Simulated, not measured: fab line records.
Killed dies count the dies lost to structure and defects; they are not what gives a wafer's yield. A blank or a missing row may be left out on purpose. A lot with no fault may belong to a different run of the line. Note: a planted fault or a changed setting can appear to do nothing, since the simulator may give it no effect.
fab line records -- flow gf180mcu
[record] lots = 14, wafers = 42, lastDay = 34
route steps=602 shown STI@3 LVPWELL@63 MVPSD@139 M1@315
lots that met no fault: taken from a fault-free run of the same line
startH: hours from the record's first day to the start of the lot's first wafer shown -- waitH: time in hours since the lot's previous step -- " the same as in the row above -- L1.1+2: one row covering several wafers at once -- - no value, or no start was given -- * or withheld: withheld -- < > ~ a bound
route shown NAME@n: names a module that has steps shown in the file, with the first one's number in the route -- usual: mean/standard deviation taken from wafers without a fault -- same: alike in all rows -- chamber/n: place in a boat -- sites: the reading at each site -- _std_site: standard deviation of those values -- _edge_site: the outer-site mean with the inner-site mean subtracted -- radiusMm: how far each site lies from the wafer's centre -- mask NAME#n: copy n -- behind: the most recent tool/chamber to have shaped the wafer -- hold: why the lot went on hold/how many hours it stayed there/how the hold came to an end -- device: the transistor (n, p or np) that didn't switch -- end of line: tests run on the same wafers once the route is complete -- a step with no rows: only its recipe -- killed: at the first sort, the dies lost to defects and structure; wafer yield is something else -- map: per-die view of a wafer (x killed, . not killed, _ where there is no die)
set.NAME: the setting that was run; set.NAME@STEP: the one run at that earlier step -- model.NAME: the simulator's own value behind a step, which no gauge read
one table for each step of the route and one row for each wafer, over a sample of lots
services: when a tool's chamber went out of use (startH, in hours from the record's first day, below 0 if earlier), for how many hours, and the reason
[[steps]]
[step GF_STI_THK_MEAS_02]
[recipe] reads = SiO2_of_STI_OXIDATION_01
[usual] STI_OXIDATION_THK = 10.08/0.2
lot.wafer,tool,chamber,startH,waitH,STI_OXIDATION_THK[nm]
L560.1,filmMetro-01,-,11.99,0.0,10.26
L560.5,filmMetro-01,-,11.99,0.0,10.21
L560.6,filmMetro-01,-,11.99,0.0,10.31
L561.2,filmMetro-01,-,16.52,0.0,10.01
L561.4,filmMetro-01,-,16.52,0.0,9.90
L561.5,filmMetro-01,-,16.52,0.0,10.19
L562.3,filmMetro-03,-,21.53,0.0,9.56
L562.4,filmMetro-03,-,21.53,0.0,9.70
L562.5,filmMetro-03,-,21.53,0.0,9.86
L563.1,filmMetro-01,-,26.51,0.0,9.86
L563.2,filmMetro-01,-,26.51,0.0,9.73
L563.6,filmMetro-01,-,26.51,0.0,9.64
L564.1,filmMetro-01,-,31.51,0.0,9.62
L564.2,filmMetro-01,-,31.51,0.0,9.67
L564.3,filmMetro-01,-,31.51,0.0,9.73
L565.4,filmMetro-01,-,36.54,0.0,10.35
L565.5,filmMetro-01,-,36.54,0.0,10.16
L565.6,filmMetro-01,-,36.54,0.0,10.20
L568.1,filmMetro-01,-,51.51,0.0,10.01
L568.3,filmMetro-01,-,51.51,0.0,10.02
L568.5,filmMetro-01,-,51.51,0.0,10.06
L569.1,filmMetro-04,-,56.55,0.0,10.21
L569.3,filmMetro-04,-,56.55,0.0,10.32
L569.5,filmMetro-04,-,56.55,0.0,10.17
L571.3,filmMetro-04,-,66.53,0.0,9.99
L571.4,filmMetro-04,-,66.53,0.0,10.02
L571.6,filmMetro-04,-,66.53,0.0,10.04
L577.2,filmMetro-04,-,96.52,0.0,10.02
L577.4,filmMetro-04,-,96.52,0.0,10.23
L577.6,filmMetro-04,-,96.52,0.0,10.14
L580.1,filmMetro-01,-,113.10,0.0,10.03
L580.2,filmMetro-01,-,113.10,0.0,10.01
L580.3,filmMetro-01,-,113.10,0.0,9.93
L581.2,filmMetro-01,-,118.25,0.0,10.22
L581.3,filmMetro-01,-,118.25,0.0,10.26
L581.4,filmMetro-01,-,118.25,0.0,10.26
L582.2,filmMetro-04,-,122.64,0.0,10.30
L582.4,filmMetro-04,-,122.64,0.0,10.11
L582.6,filmMetro-04,-,122.64,0.0,10.28
L583.2,filmMetro-03,-,126.94,0.0,10.12
L583.5,filmMetro-03,-,126.94,0.0,9.97
L583.6,filmMetro-03,-,126.94,0.0,10.03
[step GF_LVPWELL_IMPLANT_09]
[recipe] species = B, energyKev = 60, doseCm2 = 5e+12, tiltDeg = 0
lot.wafer,tool,chamber,startH,waitH
L560.1+5+6,implanter-04,0,71.75,0.1
L561.2+4+5,implanter-04,0,74.45,0.1
L562.3+4+5,implanter-03,0,79.65,0.1
L563.1+2+6,implanter-03,0,84.93,0.1
L564.1+2+3,implanter-03,0,92.50,0.1
L565.4+5+6,implanter-01,0,96.87,0.1
L568.1+3+5,implanter-01,0,114.84,0.1
L569.1+3+5,implanter-01,0,124.25,0.1
L571.3+4+6,implanter-01,0,133.43,0.1
L577.2+4+6,implanter-03,0,168.02,0.1
L580.1+2+3,implanter-04,0,183.40,0.1
L581.2+3+4,implanter-03,0,189.03,0.1
L582.2+4+6,implanter-04,0,196.27,0.1
L583.2+5+6,implanter-03,0,199.42,0.1
[step GF_VT_IMPLANT_RS_MEAS_48]
[recipe] thkMeasGauge = four-point-probe
[usual] LVPWELL_RS = 1198/3.5
lot.wafer,tool,chamber,startH,waitH,LVPWELL_RS[ohm/sq]
L560.1,filmMetro-02,-,163.06,0.1,1201
L560.5,filmMetro-02,-,163.06,0.1,1201
L560.6,filmMetro-02,-,163.06,0.1,1201
L561.2,filmMetro-03,-,165.07,0.1,1189
L561.4,filmMetro-03,-,165.07,0.1,1187
L561.5,filmMetro-03,-,165.07,0.1,1190
L562.3,filmMetro-02,-,171.14,0.1,1200
L562.4,filmMetro-02,-,171.14,0.1,1197
L562.5,filmMetro-02,-,171.14,0.1,1197
L563.1,filmMetro-03,-,176.35,0.1,1202
L563.2,filmMetro-03,-,176.35,0.1,1200
L563.6,filmMetro-03,-,176.35,0.1,1198
L564.1,filmMetro-04,-,190.50,0.1,1199
L564.2,filmMetro-04,-,190.50,0.1,1201
L564.3,filmMetro-04,-,190.50,0.1,1198
L565.4,filmMetro-02,-,191.86,0.1,1194
L565.5,filmMetro-02,-,191.86,0.1,1199
L565.6,filmMetro-02,-,191.86,0.1,1197
L568.1,filmMetro-03,-,212.49,0.1,1204
L568.3,filmMetro-03,-,212.49,0.1,1202
L568.5,filmMetro-03,-,212.49,0.1,1231
L569.1,filmMetro-02,-,224.59,0.1,1196
L569.3,filmMetro-02,-,224.59,0.1,1195
L569.5,filmMetro-02,-,224.59,0.1,1222
L571.3,filmMetro-02,-,237.44,0.1,1200
L571.4,filmMetro-02,-,237.44,0.1,1223
L571.6,filmMetro-02,-,237.44,0.1,1196
L577.2,filmMetro-02,-,277.37,0.1,1194
L577.4,filmMetro-02,-,277.37,0.1,1199
L577.6,filmMetro-02,-,277.37,0.1,1194
L580.1,filmMetro-02,-,295.89,0.1,1199
L580.2,filmMetro-02,-,295.89,0.1,1199
L580.3,filmMetro-02,-,295.89,0.1,1195
L581.2,filmMetro-02,-,301.72,0.1,1199
L581.3,filmMetro-02,-,301.72,0.1,1197
L581.4,filmMetro-02,-,301.72,0.1,1194
L582.2,filmMetro-04,-,309.91,0.1,1197
L582.4,filmMetro-04,-,309.91,0.1,1198
L582.6,filmMetro-04,-,309.91,0.1,1200
L583.2,filmMetro-02,-,314.57,0.1,1200
L583.5,filmMetro-02,-,314.57,0.1,1197
L583.6,filmMetro-02,-,314.57,0.1,1201
[step GF_VT_IMPLANT_RS_MEAS_49]
[recipe] thkMeasGauge = four-point-probe
[usual] MVPSD_RS = 1169/3
lot.wafer,tool,chamber,startH,waitH,MVPSD_RS[ohm/sq]
L560.1,filmMetro-02,-,163.18,0.1,1171
L560.5,filmMetro-02,-,163.18,0.1,1168
L560.6,filmMetro-02,-,163.18,0.1,1171
L561.2,filmMetro-03,-,165.19,0.1,1166
L561.4,filmMetro-03,-,165.19,0.1,1166
L561.5,filmMetro-03,-,165.19,0.1,1166
L562.3,filmMetro-02,-,171.26,0.1,1168
L562.4,filmMetro-02,-,171.26,0.1,1170
L562.5,filmMetro-02,-,171.26,0.1,1170
L563.1,filmMetro-03,-,176.47,0.1,1163
L563.2,filmMetro-03,-,176.47,0.1,1167
L563.6,filmMetro-03,-,176.47,0.1,1163
L564.1,filmMetro-04,-,190.62,0.1,1166
L564.2,filmMetro-04,-,190.62,0.1,1169
L564.3,filmMetro-04,-,190.62,0.1,1166
L565.4,filmMetro-02,-,191.98,0.1,1169
L565.5,filmMetro-02,-,191.98,0.1,1169
L565.6,filmMetro-02,-,191.98,0.1,1169
L568.1,filmMetro-03,-,212.61,0.1,1164
L568.3,filmMetro-03,-,212.61,0.1,1168
L568.5,filmMetro-03,-,212.61,0.1,1168
L569.1,filmMetro-02,-,224.71,0.1,1170
L569.3,filmMetro-02,-,224.71,0.1,1173
L569.5,filmMetro-02,-,224.71,0.1,1171
L571.3,filmMetro-02,-,237.56,0.1,1173
L571.4,filmMetro-02,-,237.56,0.1,1173
L571.6,filmMetro-02,-,237.56,0.1,1171
L577.2,filmMetro-02,-,277.49,0.1,1168
L577.4,filmMetro-02,-,277.49,0.1,1167
L577.6,filmMetro-02,-,277.49,0.1,1168
L580.1,filmMetro-02,-,296.01,0.1,1169
L580.2,filmMetro-02,-,296.01,0.1,1169
L580.3,filmMetro-02,-,296.01,0.1,1169
L581.2,filmMetro-02,-,301.84,0.1,1168
L581.3,filmMetro-02,-,301.84,0.1,1171
L581.4,filmMetro-02,-,301.84,0.1,1166
L582.2,filmMetro-04,-,310.03,0.1,1166
L582.4,filmMetro-04,-,310.03,0.1,1165
L582.6,filmMetro-04,-,310.03,0.1,1168
L583.2,filmMetro-02,-,314.69,0.1,1172
L583.5,filmMetro-02,-,314.69,0.1,1172
L583.6,filmMetro-02,-,314.69,0.1,1173
[step GF_M1_SPUTTER_00]
[recipe] material = Ti, targetThkNm = 37.5, arrivingIonEnergyEv = 80, substrateTempC = 200, chamberPressurePa = 2, powerW = 4000, timeS = 150
[usual] throttleValvePct = 29.8/0.89
lot.wafer,tool,chamber,startH,waitH,throttleValvePct
L560.1,pvdSputter-04,-,369.27,0.1,29.6
L560.5,pvdSputter-04,-,369.27,0.1,29.6
L560.6,pvdSputter-04,-,369.27,0.1,28.9
L561.2,pvdSputter-03,-,375.24,0.2,29.6
L561.4,pvdSputter-03,-,375.24,0.2,30.6
L561.5,pvdSputter-03,-,375.24,0.2,30.9
L562.3,pvdSputter-01,-,387.14,0.2,30.2
L562.4,pvdSputter-01,-,387.14,0.2,31.3
L562.5,pvdSputter-01,-,387.14,0.2,31.4
L563.1,pvdSputter-03,-,390.20,0.1,29.0
L563.2,pvdSputter-03,-,390.20,0.1,31.4
L563.6,pvdSputter-03,-,390.20,0.1,29.5
L565.4,pvdSputter-03,-,409.53,0.2,30.7
L565.5,pvdSputter-03,-,409.53,0.2,28.9
L565.6,pvdSputter-03,-,409.53,0.2,29.5
L564.1,pvdSputter-04,-,412.63,0.1,28.5
L564.2,pvdSputter-04,-,412.63,0.1,28.8
L564.3,pvdSputter-04,-,412.63,0.1,29.5
L568.1,pvdSputter-04,-,434.61,0.2,29.1
L568.3,pvdSputter-04,-,434.61,0.2,29.7
L568.5,pvdSputter-04,-,434.61,0.2,29.5
L569.1,pvdSputter-04,-,452.50,0.2,29.7
L569.3,pvdSputter-04,-,452.50,0.2,28.0
L569.5,pvdSputter-04,-,452.50,0.2,29.8
L571.3,pvdSputter-03,-,469.74,0.2,29.0
L571.4,pvdSputter-03,-,469.74,0.2,29.5
L571.6,pvdSputter-03,-,469.74,0.2,28.9
L577.2,pvdSputter-03,-,517.70,0.1,30.8
L577.4,pvdSputter-03,-,517.70,0.1,31.2
L577.6,pvdSputter-03,-,517.70,0.1,31.0
L580.1,pvdSputter-04,-,544.58,0.1,28.7
L580.2,pvdSputter-04,-,544.58,0.1,29.8
L580.3,pvdSputter-04,-,544.58,0.1,29.6
L581.2,pvdSputter-03,-,545.69,0.1,31.4
L581.3,pvdSputter-03,-,545.69,0.1,29.7
L581.4,pvdSputter-03,-,545.69,0.1,30.7
L582.2,pvdSputter-01,-,555.77,0.1,31.5
L582.4,pvdSputter-01,-,555.77,0.1,29.7
L582.6,pvdSputter-01,-,555.77,0.1,29.8
L583.2,pvdSputter-04,-,559.61,0.2,28.9
L583.5,pvdSputter-04,-,559.61,0.2,29.9
L583.6,pvdSputter-04,-,559.61,0.2,28.5
[[services]]
tool,chamber,startH,hours,kind
pvdSputter-04,-,62.35,4.5,repair
implanter-01,-,64.08,0.8,repair
implanter-03,-,107.66,2.7,pm
implanter-03,-,116.55,20.6,repair
implanter-04,-,172.12,1.2,repair
implanter-03,-,222.23,0.8,repair
pvdSputter-03,-,250.09,1.7,repair
implanter-03,-,280.46,1.6,repair
implanter-03,-,307.65,5.9,repair
pvdSputter-04,-,316.01,9.8,repair
pvdSputter-03,-,316.59,1.2,repair
pvdSputter-03,-,316.99,3.6,repair
pvdSputter-04,-,342.51,3.1,repair
implanter-03,-,365.17,3.1,repair
pvdSputter-04,-,371.38,35.5,repair
implanter-03,-,393.92,10.6,pm
pvdSputter-03,-,406.52,2.6,repair
pvdSputter-04,-,453.25,3.9,repair
implanter-03,-,481.83,4.5,repair
pvdSputter-03,-,495.87,2.6,repair
implanter-03,-,506.99,4.4,pm
pvdSputter-04,-,516.07,3.1,repair
pvdSputter-03,-,530.80,7.7,repair
pvdSputter-03,-,553.62,14.8,repair
[[key]]
[firstSign] step = GF_VT_IMPLANT_RS_MEAS_48, reading = LVPWELL_RS, direction = up, sigmas = 7.9, usual = 1198, struck = 1225
effect none on later readings
metAt GF_LVPWELL_IMPLANT_09
struckLots L568,L569,L571
struckWafers L568.5,L569.5,L571.4
testerLeftOut L568,L569,L571
notActingAt GF_STI_THK_MEAS_02,GF_VT_IMPLANT_RS_MEAS_49,GF_M1_SPUTTER_00
onsetBetween 96.87 114.84
[fault] kind = processParameterDrift, tool = implanter-01, chamber = -, onsetH = 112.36, steps = GF_LVPWELL_IMPLANT_09, channel = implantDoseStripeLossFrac, offset = 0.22, shape = step, endH = 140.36, scope = struckWafersOnly
// testerLeftOut: of these lots the tester's yield and bins aren't shown, on N5 and GAA mostly nor the transistor test; their killed dies are dies lost to structure and defects alone, not to doping, threshold or leakage, so they don't give the yield
